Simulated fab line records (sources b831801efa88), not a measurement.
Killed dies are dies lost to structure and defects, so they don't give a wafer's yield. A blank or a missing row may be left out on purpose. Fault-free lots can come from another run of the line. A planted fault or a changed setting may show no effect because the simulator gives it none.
Matching of chambers :: flow sfq-line :: SFQ_TRILAYER_I7_CMP_CMP_184 on cmp-02 has 4 sister chambers
The step polishes SiO2. 8 wafers are shown with their chamber, then 8 later ones without.

WAFERS, EACH WITH ITS CHAMBER
wafer: L656.4
chamber: 1
motor-current-A (A): 9.3
time-to-endpoint-s (s): 211

wafer: L656.5
chamber: 2
motor-current-A (A): 9.1
time-to-endpoint-s (s): 209

wafer: L657.3
chamber: 2
motor-current-A (A): 9.7
time-to-endpoint-s (s): 228

wafer: L657.5
chamber: 3
motor-current-A (A): 11.3
time-to-endpoint-s (s): 215

wafer: L657.6
chamber: 0
motor-current-A (A): 10.0
time-to-endpoint-s (s): 221

wafer: L658.3
chamber: 1
motor-current-A (A): 8.9
time-to-endpoint-s (s): 210

wafer: L658.4
chamber: 0
motor-current-A (A): 9.3
time-to-endpoint-s (s): 206

wafer: L658.2
chamber: 3
motor-current-A (A): 10.6
time-to-endpoint-s (s): 197

WAFERS WITHOUT THEIR CHAMBER
wafer: L659.1
motor-current-A (A): 9.7
time-to-endpoint-s (s): 214

wafer: L659.2
motor-current-A (A): 10.3
time-to-endpoint-s (s): 209

wafer: L659.6
motor-current-A (A): 10.8
time-to-endpoint-s (s): 204

wafer: L660.3
motor-current-A (A): 9.2
time-to-endpoint-s (s): 217

wafer: L660.6
motor-current-A (A): 10.1
time-to-endpoint-s (s): 222

wafer: L662.3
motor-current-A (A): 11.0
time-to-endpoint-s (s): 190

wafer: L662.6
motor-current-A (A): 10.3
time-to-endpoint-s (s): 214

wafer: L663.6
motor-current-A (A): 11.6
time-to-endpoint-s (s): 202

EACH ONE'S CHAMBER
wafer: L659.1
from the rows above: can't be placed: 0 or 2 or 1
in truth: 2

wafer: L659.2
from the rows above: can't be placed: 3 or 0 or 2 or 1
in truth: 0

wafer: L659.6
from the rows above: 3
in truth: 3

wafer: L660.3
from the rows above: can't be placed: 2 or 1 or 0
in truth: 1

wafer: L660.6
from the rows above: can't be placed: 0 or 2 or 3 or 1
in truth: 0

wafer: L662.3
from the rows above: 3
in truth: 3

wafer: L662.6
from the rows above: can't be placed: 0 or 3 or 2 or 1
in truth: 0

wafer: L663.6
from the rows above: 3
in truth: 3
Placed correctly: 3 of 8. From these rows, 5 cannot be placed; in 5 the true chamber is one of the candidates. Placed wrongly: 0.
How it was worked out, from the rows above alone: a wafer's distance from a chamber is the root of the sum, over the readings, of the square of ((its reading less the chamber's mean) divided by the reading's scatter). If the next closest chamber is less than 2 further off than the closest, the wafer can't be placed; otherwise it belongs to the closest. The mean given for a chamber averages the wafers shown for that chamber. The scatter: take each reading less its chamber's mean, square it, sum over the shown wafers, divide by the number of wafers less the number of chambers, and take the root.
